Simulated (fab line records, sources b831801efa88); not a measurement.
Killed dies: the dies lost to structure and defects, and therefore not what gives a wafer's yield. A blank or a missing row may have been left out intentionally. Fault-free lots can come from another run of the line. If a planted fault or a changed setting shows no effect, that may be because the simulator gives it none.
Struck lot and sound lot, side by side	flow sky130	38 steps out of a route of 708
Sound: wafers L921.2, L921.4, L921.5. Wafers L910.1, L910.5, L910.6 were the ones struck. The cause is given at the end.
For every step that has rows: the tool of each side, followed by ch and its chambers, followed by its first start. Under that, the readings that differ: sound wafers	struck wafers	difference of the means	sigmas: that difference in standard deviations of wafers without a fault.
alike: a reading whose means differ by less than 2 such deviations, as well as words and numbers matching on both sides. not compared: withheld readings; readings where some wafer has no value; bounds like >300 that might hide an equal value; numbers whose values overlap and for which the record gives no deviation.
Wherever a step has rows on one side only, a row that says differs or no value, or a row with sigmas, the two part there. Numbers that don't overlap but have no deviation are shown without sigmas and don't part them. Lack of a reading on every wafer of one side parts them only where that side has two or more wafers.

first, 9 steps without rows for these wafers: SKY_VIA3_SPUTTER_20 (material TiN, target thk 20 nm, time 80 s); SKY_VIA3_CVD_21 (deposits W, target thk 390 nm, time 117.31 s); SKY_VIA3_CMP_24 (polishes, stops on SiO2, t overpolish 20 s, target thk 0 nm); SKY_METAL4_SPUTTER_00 (material Ti, target thk 15 nm, time 10 s); SKY_METAL4_SPUTTER_01 (material TiN, target thk 20 nm, time 16.7 s); SKY_METAL4_SPUTTER_02 (material AlCu, target thk 735 nm, time 39.1 s); SKY_METAL4_SPUTTER_03 (material Ti, target thk 5 nm, time 3.3 s); SKY_METAL4_SPUTTER_04 (material TiN, target thk 70 nm, time 58.3 s); SKY_CAP2M_CVD_00 (deposits SiO2, target thk 15.5 nm).
SKY_CAP2M_SPUTTER_02: material TiN, target thk 200 nm, time 166.7 s.
  sound on pvd_sputter-01, day 45 00:04; struck on pvd_sputter-02, day 42 00:02
reading	sound	struck	difference	sigmas
model.TiN_of_CAP2M_SPUTTER_02.thk_nm (nm)	201.4 202.7 201.6	84.23 85.93 85.53	-116.67	
  alike: cathode_dc_power_W, substrate_temp_c, throttle_valve_pct
SKY_CAP2M_RS_MEAS_03: measures by four-point-probe.
  sound on film_metro-04, day 45 00:11; struck on film_metro-04, day 42 00:09
reading	sound	struck	difference	sigmas
CAP2M_TIN_RS (ohm/sq)	6.86 6.81 6.86	16.92 16.57 16.62	+9.86	+99 or more
SKY_CAP2M_THK_MEAS_04: measures by xrf.
  sound on film_metro-04, day 45 00:18; struck on film_metro-04, day 42 00:16
reading	sound	struck	difference	sigmas
CAP2M_TIN_THK (nm)	204.4 204.2 203.9	84.3 86.4 86.1	-118.6	-74
then, 7 steps without rows for these wafers: SKY_CAP2M_DEHYDRATE_05 (time 60 s); SKY_CAP2M_HMDS_06 (prime time 60 s); SKY_CAP2M_COAT_07 (resist thk 1140 nm); SKY_CAP2M_SOFTBAKE_08 (time 60 s); SKY_CAP2M_EXPOSE_09 (exposes mask CAP2M, target cd 1000 nm); SKY_CAP2M_PEB_10; SKY_CAP2M_DEVELOP_11 (develop time 60 s).
SKY_CAP2M_METAL_ETCH_13: etches TiN in Cl2/BCl3, stops on SiO2, target depth 220 nm, time 62.9 s.
  sound on rie_metal-04 ch 0, day 45 21:15; struck on rie_metal-01 ch 0,1, day 42 23:28
reading	sound	struck	difference	sigmas
oes_product_au (a.u.)	0.947 0.948 0.956	0.609 0.633 0.631	-0.326	-47
throttle_valve_pct (%)	21.901 21.907 21.905	22.110 22.101 22.098	+0.199	+21
  alike: drypump_motor_current_A
  not compared: rf_hours_counter_h
then, 16 steps without rows for these wafers: SKY_CAP2M_STRIP_14 (strips in O2/N2); SKY_CAP2M_STRIP_15 (strips in post etch residue remover, time 1200 s); SKY_CAP2M_CLEAN_16 (cleans in IPA, time 180 s); SKY_CAP2M_CLEAN_17 (cleans in O3/DIW); SKY_METAL4_DEHYDRATE_05 (time 60 s); SKY_METAL4_HMDS_06 (prime time 60 s); SKY_METAL4_COAT_07 (resist thk 60 nm); SKY_METAL4_COAT_08 (resist thk 1140 nm); SKY_METAL4_SOFTBAKE_09 (time 90 s); SKY_METAL4_EXPOSE_10 (exposes mask MM4, target cd 300 nm); SKY_METAL4_PEB_11; SKY_METAL4_DEVELOP_12 (develop time 60 s); SKY_METAL4_DESCUM_15 (chemistry O2, time 8 s); SKY_METAL4_ETCH_16 (etches BARC in N2/H2, stops on SiO2, time 88.2 s, target depth 60 nm); SKY_METAL4_ETCH_17 (etches SiO2 in C4F8/O2/Ar, stops on TiN, time 3.9 s, target depth 15 nm); SKY_METAL4_METAL_ETCH_18 (etches the open film in Cl2/BCl3, stops on SiO2, target depth 845 nm, time 183.1 s).
SKY_METAL4_STRIP_20: strips in post etch residue remover, time 1200 s.
  sound on wet_bench-03 ch 3, day 46 18:56; struck on wet_bench-03 ch 1, day 43 23:18
reading	sound	struck	difference	sigmas
model.TiN_of_CAP2M_SPUTTER_02.thk_nm (nm)	200.5 201.8 200.8	83.39 85.1 84.69	-116.64	
-- the record jumps here: 4 days lie between the struck wafers' starts before and after (it left off in module METAL4 and takes up again in module PAD_OPEN, whose first step shown is number 708 of the route) --
SKY_PAD_OPEN_PROBE_99:
  sound on prober-01, day 50 01:17; struck on prober-01, day 47 16:49
reading	sound	struck	difference	sigmas
model.etest.cap_mim2.plate_ohm_sq	5.927 5.939 6.012	14.26 13.92 13.89	+8.06	
model.etest.cap_mim2.bv_v (V)	13.6 14.57 14.49	11.15 10.76 11.01	-3.25	
model.etest.cap_mim2.leak_log10_a_cm2	-8.99 -9.069 -9.067	-7.457 -7.597 -7.577	+1.498	
  alike: defect_limited_yield, killed_at_M0_to_M3, killed_at_M4_up, killed_at_contacts, killed_at_front_end, killed_at_other, killed_dies, killed_open, killed_short, sort_bin_3_pad_short, sort_bin_5_function, sort_bin_6_memory, sort_n_pass, sort_yield_pct

== WHERE THEY PART ==
Last at SKY_CAP2M_METAL_ETCH_13 as far as this record goes, first at SKY_CAP2M_RS_MEAS_03. Later steps at which nothing parts them and some readings are alike: SKY_PAD_OPEN_PROBE_99.

WHY: the cause the simulator had injected
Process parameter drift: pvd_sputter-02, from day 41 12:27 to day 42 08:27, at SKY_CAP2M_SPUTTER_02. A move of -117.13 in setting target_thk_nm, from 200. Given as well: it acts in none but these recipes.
